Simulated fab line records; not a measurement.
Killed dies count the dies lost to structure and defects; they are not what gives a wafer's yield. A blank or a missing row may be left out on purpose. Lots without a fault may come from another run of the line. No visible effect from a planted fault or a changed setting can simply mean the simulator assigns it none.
Which tool did it? -- flow gf180mcu -- 13 lots with 39 wafers sampled at 6 steps, on a route of 602 steps

WHAT THE GAUGES READ, wafer by wafer
GF_STI_THK_MEAS_30. Usual: STI_OXIDATION_02_THK gives 10.21 nm (standard deviation 0.18).
lot,measured,on,STI_OXIDATION_02_THK (nm),flag
L692,day 2 07:08,film-metro-04,9.83 9.65 9.88,
L693,day 2 11:08,film-metro-04,9.86 10.05 9.91,
L694,day 2 16:08,film-metro-01,10.11 10.02 10.14,
L696,day 3 02:19,film-metro-04,10.10 9.89 10.24,
L697,day 3 08:12,film-metro-04,9.95 10.19 10.07,
L700,day 3 23:29,film-metro-03,10.31 10.16 10.26,
L701,day 4 04:57,film-metro-04,10.38 10.48 10.33,
L703,day 4 13:45,film-metro-04,10.15 10.20 10.27,
L707,day 5 14:04,film-metro-04,10.31 10.40 10.37,
L708,day 5 20:31,film-metro-04,10.27 10.25 10.43,
L709,day 6 01:33,film-metro-03,10.00 10.33 10.21,
L710,day 6 05:44,film-metro-01,10.11 10.04 10.07,
L711,day 6 08:37,film-metro-01,10.10 10.11 10.04,

GF_MVSD_TW_MEAS_11. Usual: MVSD_TW gives 1567 (standard deviation 8).
lot,measured,on,MVSD_TW,flag
L692,day 4 10:26,film-metro-01,1562 1561 1554,
L693,day 4 15:43,film-metro-02,1560 1558 1567,
L694,day 4 21:43,film-metro-01,1560 1559 1560,
L696,day 5 09:04,film-metro-02,1560 1564 1570,
L697,day 5 16:34,film-metro-01,1561 1566 1559,
L700,day 6 08:40,film-metro-04,1578 1585 1576,
L701,day 6 15:34,film-metro-04,1579 1578 1574,
L703,day 7 01:17,film-metro-04,1579 1572 1577,
L707,day 8 05:15,film-metro-04,1576 1570 1581,
L708,day 8 11:31,film-metro-02,1563 1559 1558,
L709,day 8 17:46,film-metro-02,1732 1738 1732,OFF
L710,day 8 22:39,film-metro-01,1570 1566 1570,
L711,day 8 23:37,film-metro-04,1752 1759 1754,OFF

GF_VT_IMPLANT_OVL_MEAS_40. Usual: VT_IMPLANT_03_OVL gives 0.2 nm (standard deviation 1.5).
lot,measured,on,VT_IMPLANT_03_OVL (nm),flag
L692,day 7 13:03,overlay-02,-0.4 -0.8 -0.9,
L693,day 7 19:36,overlay-02,-0.3 0.2 -0.2,
L694,day 8 02:50,overlay-02,0.6 0.1 -3.4,
L696,day 8 14:23,overlay-01,-1.2 -1.0 -0.7,
L697,day 8 21:29,overlay-02,2.9 2.2 1.5,
L700,day 9 16:33,overlay-01,1.4 1.6 1.3,
L701,day 9 23:25,overlay-02,2.6 1.6 2.1,
L703,day 10 10:31,overlay-02,-0.7 1.9 0.4,
L707,day 11 16:40,overlay-01,0.4 0.5 -0.6,
L708,day 12 00:04,overlay-01,-2.7 -2.5 0.3,
L709,day 12 07:15,overlay-02,0.0 0.2 -2.3,
L710,day 12 12:11,overlay-02,1.2 0.2 0.4,
L711,day 12 16:01,overlay-02,0.5 0.7 0.7,

GF_VT_IMPLANT_RS_MEAS_46: measures by four-point-probe. Usual: MVSD_RS gives 456.4 ohm/sq (standard deviation 1.1).
lot,measured,on,MVSD_RS (ohm/sq),flag
L692,day 7 13:34,film-metro-02,456.0 456.9 455.8,
L693,day 7 20:06,film-metro-01,457.2 457.2 455.8,
L694,day 8 03:20,film-metro-02,453.7 455.6 455.5,
L696,day 8 14:53,film-metro-01,458.5 458.0 457.3,
L697,day 8 21:59,film-metro-02,456.6 455.2 456.0,
L700,day 9 17:03,film-metro-01,458.3 457.3 458.6,
L701,day 9 23:56,film-metro-04,456.1 456.8 456.7,
L703,day 10 11:01,film-metro-04,457.6 455.1 455.2,
L707,day 11 17:10,film-metro-01,455.4 455.4 454.7,
L708,day 12 00:37,film-metro-01,458.0 457.1 458.3,
L709,day 12 07:45,film-metro-01,- - -,OFF
L710,day 12 12:42,film-metro-04,457.3 455.9 456.4,
L711,day 12 16:34,film-metro-04,- - -,OFF

GF_POLY_GATE_THK_MEAS_01. Usual: POLY_GATE_CVD_00_THK gives 200.3 nm (standard deviation 1.9).
lot,measured,on,POLY_GATE_CVD_00_THK (nm),flag
L692,day 8 17:15,film-metro-02,201.3 200.4 202.2,
L693,day 9 02:53,film-metro-02,198.0 198.6 198.5,
L694,day 9 09:48,film-metro-02,201.0 200.5 199.1,
L696,day 9 19:34,film-metro-03,201.4 201.9 200.8,
L697,day 10 04:52,film-metro-02,203.6 200.6 202.7,
L700,day 10 20:25,film-metro-02,200.8 201.0 200.7,
L701,day 11 06:31,film-metro-03,201.4 202.1 200.8,
L703,day 11 14:00,film-metro-02,201.3 200.8 200.3,
L707,day 12 20:44,film-metro-01,198.8 199.5 198.7,
L708,day 13 06:37,film-metro-02,200.3 201.8 201.2,
L709,day 13 12:26,film-metro-02,201.9 199.7 200.2,
L710,day 13 12:52,film-metro-02,201.2 200.0 199.2,
L711,day 13 23:14,film-metro-02,203.5 202.9 201.9,

EACH LOT AND THE TOOL THAT RAN IT (in order: tool; ch and the chambers of the sampled wafers; start)
lot,GF_MVSD_IMPLANT_08
L692,"implanter-01 ch 0, day 4 10:04"
L693,"implanter-01 ch 0, day 4 15:19"
L694,"implanter-02 ch 0, day 4 21:19"
L696,"implanter-01 ch 0, day 5 08:40"
L697,"implanter-01 ch 0, day 5 16:10"
L700,"implanter-02 ch 0, day 6 08:16"
L701,"implanter-02 ch 0, day 6 15:11"
L703,"implanter-02 ch 0, day 7 00:53"
L707,"implanter-01 ch 0, day 8 04:52"
L708,"implanter-04 ch 0, day 8 11:10"
L709,"implanter-02 ch 0, day 8 17:22"
L710,"implanter-04 ch 0, day 8 22:16"
L711,"implanter-02 ch 0, day 8 23:16"
- GF_MVSD_IMPLANT_08

WHAT THE TOOLS THEMSELVES READ (means of the sampled wafers that have a number; where no wafer has one, the mark that the record gives instead)
GF_MVSD_IMPLANT_08. Usual: tilt-deg -0.005 degrees, standard deviation 0.023.
lot,tool,tilt-deg (degrees),flag
L692,implanter-01,0.002,
L693,implanter-01,-0.000,
L694,implanter-02,-0.020,
L696,implanter-01,0.003,
L697,implanter-01,-0.027,
L700,implanter-02,-0.014,
L701,implanter-02,0.000,
L703,implanter-02,-0.013,
L707,implanter-01,-0.007,
L708,implanter-04,-0.019,
L709,implanter-02,12.860,OFF
L710,implanter-04,0.020,
L711,implanter-02,12.895,OFF

THE ANSWER, worked out from the rows above alone
Rule: lot off if the mean of its wafers having a number is beyond 3 standard deviations from the usual mean. Also off: a lot with no number at a reading for which 4 or more lots have one. All remaining lots with rows at the step are treated as sound. After the gauges, taken in route order, come the tools' own readings; for these a lot's mean is taken, as printed above. The first step at which some lot is off is used, and at that step the reading that is off furthest; a lot without a number counts as furthest.
Off: at GF_MVSD_TW_MEAS_11 (MVSD_TW), L709, L711.
If a tool, at a process step before that reading, ran all the lots that are off and no sound lot after the first of them, it fits. The gauges at GF_MVSD_TW_MEAS_11 aren't tried: what is off there is off at GF_MVSD_IMPLANT_08 too, on other tools, and a gauge's error can't cause that. One fits: GF_MVSD_IMPLANT_08 on implanter-02. Its last sound lot is L703 (day 7 00:53), its first lot that is off L709 (day 8 17:22): a fault that began between those two fits.
The tool's own readings at GF_MVSD_IMPLANT_08 bear it out: on the lots that are off they differ by more than 5 times the standard deviation of the sound lots' means. tilt-deg reads 12.877 degrees there against -0.007 degrees on the sound lots.

WHAT THE SIMULATOR HAD PUT IN
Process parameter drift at GF_MVSD_IMPLANT_08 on implanter-02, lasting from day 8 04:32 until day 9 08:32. From 0, the setting tilt-deg moved by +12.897. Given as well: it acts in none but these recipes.
Lots struck among those shown: L709, L711. The rule given above showed the same thing.
